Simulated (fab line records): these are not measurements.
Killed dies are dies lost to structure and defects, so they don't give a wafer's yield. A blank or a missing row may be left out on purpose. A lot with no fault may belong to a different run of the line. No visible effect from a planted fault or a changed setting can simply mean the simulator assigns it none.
Which tool is to blame? / flow gf180mcu / Sampling: 13 lots, 39 wafers, 5 of 602 route steps

WHAT THE GAUGES SHOWED, per wafer
GF_VT_IMPLANT_RS_MEAS_46: uses a four-point probe to measure. Usual: MVSD_RS 456.9 ohm/sq, standard deviation 1.4.
lot=L220; measured=day 7 14:28; on=filmMetro-02; MVSD_RS (ohm/sq)=457.1 457.1 456.2; flag=
lot=L221; measured=day 7 19:45; on=filmMetro-01; MVSD_RS (ohm/sq)=456.3 456.4 456.4; flag=
lot=L223; measured=day 8 08:39; on=filmMetro-04; MVSD_RS (ohm/sq)=458.1 456.8 457.9; flag=
lot=L224; measured=day 8 16:26; on=filmMetro-01; MVSD_RS (ohm/sq)=457.6 457.3 456.6; flag=
lot=L227; measured=day 9 12:07; on=filmMetro-04; MVSD_RS (ohm/sq)=453.7 455.9 455.2; flag=
lot=L233; measured=day 11 03:28; on=filmMetro-02; MVSD_RS (ohm/sq)=457.5 457.0 457.2; flag=
lot=L234; measured=day 11 11:33; on=filmMetro-01; MVSD_RS (ohm/sq)=458.3 458.0 459.3; flag=
lot=L235; measured=day 11 18:12; on=filmMetro-01; MVSD_RS (ohm/sq)=455.9 457.0 455.8; flag=
lot=L236; measured=day 12 03:46; on=filmMetro-01; MVSD_RS (ohm/sq)=460.9 461.8 460.1; flag=
lot=L237; measured=day 12 08:53; on=filmMetro-04; MVSD_RS (ohm/sq)=457.5 455.8 456.7; flag=
lot=L240; measured=day 13 03:31; on=filmMetro-02; MVSD_RS (ohm/sq)=457.0 458.0 458.2; flag=
lot=L241; measured=day 13 11:20; on=filmMetro-01; MVSD_RS (ohm/sq)=456.7 458.8 458.9; flag=
lot=L243; measured=day 14 00:27; on=filmMetro-02; MVSD_RS (ohm/sq)=454.2 455.0 456.1; flag=

GF_POLY_GATE_THK_MEAS_17. Usual: POLY_GATE_OXIDATION_THK 3.98 nm, standard deviation 0.083.
lot=L220; measured=day 9 05:58; on=filmMetro-03; POLY_GATE_OXIDATION_THK (nm)=4.04 4.06 4.07; flag=
lot=L221; measured=day 9 12:09; on=filmMetro-03; POLY_GATE_OXIDATION_THK (nm)=4.14 4.01 3.96; flag=
lot=L223; measured=day 10 05:23; on=filmMetro-04; POLY_GATE_OXIDATION_THK (nm)=3.94 3.98 4.01; flag=
lot=L224; measured=day 10 11:34; on=filmMetro-03; POLY_GATE_OXIDATION_THK (nm)=3.98 3.96 3.92; flag=
lot=L227; measured=day 11 09:06; on=filmMetro-04; POLY_GATE_OXIDATION_THK (nm)=6.65 6.56 6.50 6.58 6.61 6.51; flag=OFF
lot=L233; measured=day 13 03:04; on=filmMetro-02; POLY_GATE_OXIDATION_THK (nm)=6.48 6.47 6.43 6.51 6.50 6.43; flag=OFF
lot=L234; measured=day 13 11:20; on=filmMetro-02; POLY_GATE_OXIDATION_THK (nm)=3.93 3.81 3.94; flag=
lot=L235; measured=day 13 18:43; on=filmMetro-03; POLY_GATE_OXIDATION_THK (nm)=3.91 3.97 3.84; flag=
lot=L236; measured=day 14 02:25; on=filmMetro-03; POLY_GATE_OXIDATION_THK (nm)=3.78 3.93 3.92; flag=
lot=L237; measured=day 14 09:24; on=filmMetro-03; POLY_GATE_OXIDATION_THK (nm)=3.99 3.94 4.05; flag=
lot=L240; measured=day 15 04:26; on=filmMetro-02; POLY_GATE_OXIDATION_THK (nm)=3.98 3.98 3.98; flag=
lot=L241; measured=day 15 13:11; on=filmMetro-04; POLY_GATE_OXIDATION_THK (nm)=4.08 3.98 3.97; flag=
lot=L243; measured=day 16 02:55; on=filmMetro-02; POLY_GATE_OXIDATION_THK (nm)=4.09 3.99 3.98; flag=

EACH LOT AND THE TOOL THAT RAN IT (in order: tool; ch and the chambers of the sampled wafers; start)
lot=L220; GF_VT_IMPLANT_RTA_45=rtpAnneal-02 ch 0, day 7 14:22; GF_DUAL_GATE_STRIP_13=plasmaAsher-01 ch 0,1, day 8 07:58; GF_POLY_GATE_OXIDATION_16=furnace-01 ch 0, day 9 04:43
lot=L221; GF_VT_IMPLANT_RTA_45=rtpAnneal-02 ch 0, day 7 19:38; GF_DUAL_GATE_STRIP_13=plasmaAsher-01 ch 0,1, day 8 14:31; GF_POLY_GATE_OXIDATION_16=furnace-01 ch 0, day 9 10:52
lot=L223; GF_VT_IMPLANT_RTA_45=rtpAnneal-01 ch 0, day 8 08:33; GF_DUAL_GATE_STRIP_13=plasmaAsher-03 ch 0,1, day 9 06:01; GF_POLY_GATE_OXIDATION_16=furnace-02 ch 0, day 10 04:08
lot=L224; GF_VT_IMPLANT_RTA_45=rtpAnneal-01 ch 0, day 8 16:20; GF_DUAL_GATE_STRIP_13=plasmaAsher-04 ch 0,1, day 9 11:49; GF_POLY_GATE_OXIDATION_16=furnace-02 ch 0, day 10 10:17
lot=L227; GF_VT_IMPLANT_RTA_45=rtpAnneal-02 ch 0, day 9 12:00; GF_DUAL_GATE_STRIP_13=plasmaAsher-03 ch 0,1, day 10 08:19; GF_POLY_GATE_OXIDATION_16=furnace-01 ch 0, day 11 06:25
lot=L233; GF_VT_IMPLANT_RTA_45=rtpAnneal-01 ch 0, day 11 03:21; GF_DUAL_GATE_STRIP_13=plasmaAsher-01 ch 0,1, day 12 00:19; GF_POLY_GATE_OXIDATION_16=furnace-02 ch 0, day 13 00:23 and furnace-01 ch 0, day 13 01:49
lot=L234; GF_VT_IMPLANT_RTA_45=rtpAnneal-01 ch 0, day 11 11:27; GF_DUAL_GATE_STRIP_13=plasmaAsher-03 ch 0,1, day 12 08:40; GF_POLY_GATE_OXIDATION_16=furnace-01 ch 0, day 13 10:04
lot=L235; GF_VT_IMPLANT_RTA_45=rtpAnneal-01 ch 0, day 11 18:06; GF_DUAL_GATE_STRIP_13=plasmaAsher-03 ch 0,1, day 12 15:52; GF_POLY_GATE_OXIDATION_16=furnace-01 ch 0, day 13 17:28
lot=L236; GF_VT_IMPLANT_RTA_45=rtpAnneal-02 ch 0, day 12 03:40; GF_DUAL_GATE_STRIP_13=plasmaAsher-03 ch 0,1, day 13 01:10; GF_POLY_GATE_OXIDATION_16=furnace-01 ch 0, day 14 01:10
lot=L237; GF_VT_IMPLANT_RTA_45=rtpAnneal-01 ch 0, day 12 08:47; GF_DUAL_GATE_STRIP_13=plasmaAsher-03 ch 0,1, day 13 07:56; GF_POLY_GATE_OXIDATION_16=furnace-02 ch 0, day 14 08:08
lot=L240; GF_VT_IMPLANT_RTA_45=rtpAnneal-01 ch 0, day 13 03:25; GF_DUAL_GATE_STRIP_13=plasmaAsher-03 ch 0,1, day 14 02:34; GF_POLY_GATE_OXIDATION_16=furnace-02 ch 0, day 15 03:10
lot=L241; GF_VT_IMPLANT_RTA_45=rtpAnneal-02 ch 0, day 13 11:14; GF_DUAL_GATE_STRIP_13=plasmaAsher-03 ch 0,1, day 14 10:01; GF_POLY_GATE_OXIDATION_16=furnace-01 ch 0, day 15 11:56
lot=L243; GF_VT_IMPLANT_RTA_45=rtpAnneal-02 ch 0, day 14 00:21; GF_DUAL_GATE_STRIP_13=plasmaAsher-01 ch 0,1, day 14 23:31; GF_POLY_GATE_OXIDATION_16=furnace-01 ch 0, day 16 01:40
- GF_VT_IMPLANT_RTA_45: time 30 s.
- GF_DUAL_GATE_STRIP_13: strips in O2/N2.
- GF_POLY_GATE_OXIDATION_16: stabilise 600 s, purge 300 s, target thk 4 nm.

WHAT THE TOOLS THEMSELVES READ (means of the sampled wafers that have a number; where no wafer has one, the mark that the record gives instead)
GF_VT_IMPLANT_RTA_45. Usual: lampPowerPct 29.6 %, standard deviation 1.7; wafer_temp_C_max 1054.3, standard deviation 0.92.
lot=L220; tool=rtpAnneal-02; lampPowerPct (%)=31.6; wafer_temp_C_max=1055.5; flag=
lot=L221; tool=rtpAnneal-02; lampPowerPct (%)=31.6; wafer_temp_C_max=1054.9; flag=
lot=L223; tool=rtpAnneal-01; lampPowerPct (%)=28.2; wafer_temp_C_max=1054.7; flag=
lot=L224; tool=rtpAnneal-01; lampPowerPct (%)=28.2; wafer_temp_C_max=1054.6; flag=
lot=L227; tool=rtpAnneal-02; lampPowerPct (%)=31.6; wafer_temp_C_max=1054.8; flag=
lot=L233; tool=rtpAnneal-01; lampPowerPct (%)=28.2; wafer_temp_C_max=1053.9; flag=
lot=L234; tool=rtpAnneal-01; lampPowerPct (%)=28.3; wafer_temp_C_max=1053.8; flag=
lot=L235; tool=rtpAnneal-01; lampPowerPct (%)=28.3; wafer_temp_C_max=1054.8; flag=
lot=L236; tool=rtpAnneal-02; lampPowerPct (%)=31.6; wafer_temp_C_max=1055.3; flag=
lot=L237; tool=rtpAnneal-01; lampPowerPct (%)=28.2; wafer_temp_C_max=1053.7; flag=
lot=L240; tool=rtpAnneal-01; lampPowerPct (%)=28.3; wafer_temp_C_max=1053.8; flag=
lot=L241; tool=rtpAnneal-02; lampPowerPct (%)=31.6; wafer_temp_C_max=1054.3; flag=
lot=L243; tool=rtpAnneal-02; lampPowerPct (%)=31.6; wafer_temp_C_max=1055.4; flag=

GF_DUAL_GATE_STRIP_13. Usual: drypumpMotorCurrentA 5.8 A, standard deviation 0.42; heaterPowerW 332 W, standard deviation 32; o2FlowSccm 3002 sccm, standard deviation 8.6; oesProductAu 0.716 a.u., standard deviation 0.0049; stripTimeToEndpointS 12.61 s, standard deviation 0.037.
lot=L220; tool=plasmaAsher-01; drypumpMotorCurrentA (A)=6.1; heaterPowerW (W)=344; o2FlowSccm (sccm)=2998; oesProductAu (a.u.)=0.720; stripTimeToEndpointS (s)=12.58; flag=
lot=L221; tool=plasmaAsher-01; drypumpMotorCurrentA (A)=6.3; heaterPowerW (W)=331; o2FlowSccm (sccm)=3004; oesProductAu (a.u.)=0.719; stripTimeToEndpointS (s)=12.58; flag=
lot=L223; tool=plasmaAsher-03; drypumpMotorCurrentA (A)=5.5; heaterPowerW (W)=307; o2FlowSccm (sccm)=3000; oesProductAu (a.u.)=0.711; stripTimeToEndpointS (s)=12.62; flag=
lot=L224; tool=plasmaAsher-04; drypumpMotorCurrentA (A)=5.9; heaterPowerW (W)=364; o2FlowSccm (sccm)=2999; oesProductAu (a.u.)=0.718; stripTimeToEndpointS (s)=12.61; flag=
lot=L227; tool=plasmaAsher-03; drypumpMotorCurrentA (A)=5.5; heaterPowerW (W)=307; o2FlowSccm (sccm)=3002; oesProductAu (a.u.)=0.717; stripTimeToEndpointS (s)=12.61; flag=
lot=L233; tool=plasmaAsher-01; drypumpMotorCurrentA (A)=6.3; heaterPowerW (W)=325; o2FlowSccm (sccm)=3003; oesProductAu (a.u.)=0.712; stripTimeToEndpointS (s)=12.65; flag=
lot=L234; tool=plasmaAsher-03; drypumpMotorCurrentA (A)=5.5; heaterPowerW (W)=310; o2FlowSccm (sccm)=2998; oesProductAu (a.u.)=0.718; stripTimeToEndpointS (s)=12.58; flag=
lot=L235; tool=plasmaAsher-03; drypumpMotorCurrentA (A)=5.5; heaterPowerW (W)=306; o2FlowSccm (sccm)=3001; oesProductAu (a.u.)=0.714; stripTimeToEndpointS (s)=12.61; flag=
lot=L236; tool=plasmaAsher-03; drypumpMotorCurrentA (A)=5.7; heaterPowerW (W)=319; o2FlowSccm (sccm)=3000; oesProductAu (a.u.)=0.716; stripTimeToEndpointS (s)=12.60; flag=
lot=L237; tool=plasmaAsher-03; drypumpMotorCurrentA (A)=5.8; heaterPowerW (W)=316; o2FlowSccm (sccm)=3009; oesProductAu (a.u.)=0.718; stripTimeToEndpointS (s)=12.63; flag=
lot=L240; tool=plasmaAsher-03; drypumpMotorCurrentA (A)=5.8; heaterPowerW (W)=323; o2FlowSccm (sccm)=3003; oesProductAu (a.u.)=0.720; stripTimeToEndpointS (s)=12.59; flag=
lot=L241; tool=plasmaAsher-03; drypumpMotorCurrentA (A)=5.5; heaterPowerW (W)=309; o2FlowSccm (sccm)=2995; oesProductAu (a.u.)=0.717; stripTimeToEndpointS (s)=12.64; flag=
lot=L243; tool=plasmaAsher-01; drypumpMotorCurrentA (A)=6.3; heaterPowerW (W)=330; o2FlowSccm (sccm)=2998; oesProductAu (a.u.)=0.720; stripTimeToEndpointS (s)=12.56; flag=

GF_POLY_GATE_OXIDATION_16. Usual: 16.4 % for zonePowerUpperPct, sd 0.5.
lot=L220; tool=furnace-01; zonePowerUpperPct (%)=15.9; flag=
lot=L221; tool=furnace-01; zonePowerUpperPct (%)=15.8; flag=
lot=L223; tool=furnace-02; zonePowerUpperPct (%)=16.9; flag=
lot=L224; tool=furnace-02; zonePowerUpperPct (%)=17.0; flag=
lot=L227; tool=furnace-01; zonePowerUpperPct (%)=15.9; flag=
lot=L233; tool=furnace-02/furnace-01; zonePowerUpperPct (%)=16.3; flag=
lot=L234; tool=furnace-01; zonePowerUpperPct (%)=15.9; flag=
lot=L235; tool=furnace-01; zonePowerUpperPct (%)=15.8; flag=
lot=L236; tool=furnace-01; zonePowerUpperPct (%)=16.0; flag=
lot=L237; tool=furnace-02; zonePowerUpperPct (%)=16.8; flag=
lot=L240; tool=furnace-02; zonePowerUpperPct (%)=16.7; flag=
lot=L241; tool=furnace-01; zonePowerUpperPct (%)=15.9; flag=
lot=L243; tool=furnace-01; zonePowerUpperPct (%)=16.0; flag=

THE ANSWER, worked out from the rows above alone
Rule: lot off if the mean of its wafers having a number is beyond 3 standard deviations from the usual mean. Also off: a lot with no number at a reading for which 4 or more lots have one. The other lots that the step has rows for count as sound. After the gauges, taken in route order, come the tools' own readings; for these a lot's mean is taken, as printed above. The first step at which some lot is off is used, and at that step the reading that is off furthest; a lot without a number counts as furthest.
Off: L227, L233, at GF_POLY_GATE_THK_MEAS_17 (POLY_GATE_OXIDATION_THK).
A tool fits if, at a process step before that reading, it ran every lot that is off, and no sound lot after the first of them. Those tools and the gauges at GF_POLY_GATE_THK_MEAS_17 are tried in the same way. Not one of the candidates tried fits.

WHAT THE SIMULATOR HAD INSERTED
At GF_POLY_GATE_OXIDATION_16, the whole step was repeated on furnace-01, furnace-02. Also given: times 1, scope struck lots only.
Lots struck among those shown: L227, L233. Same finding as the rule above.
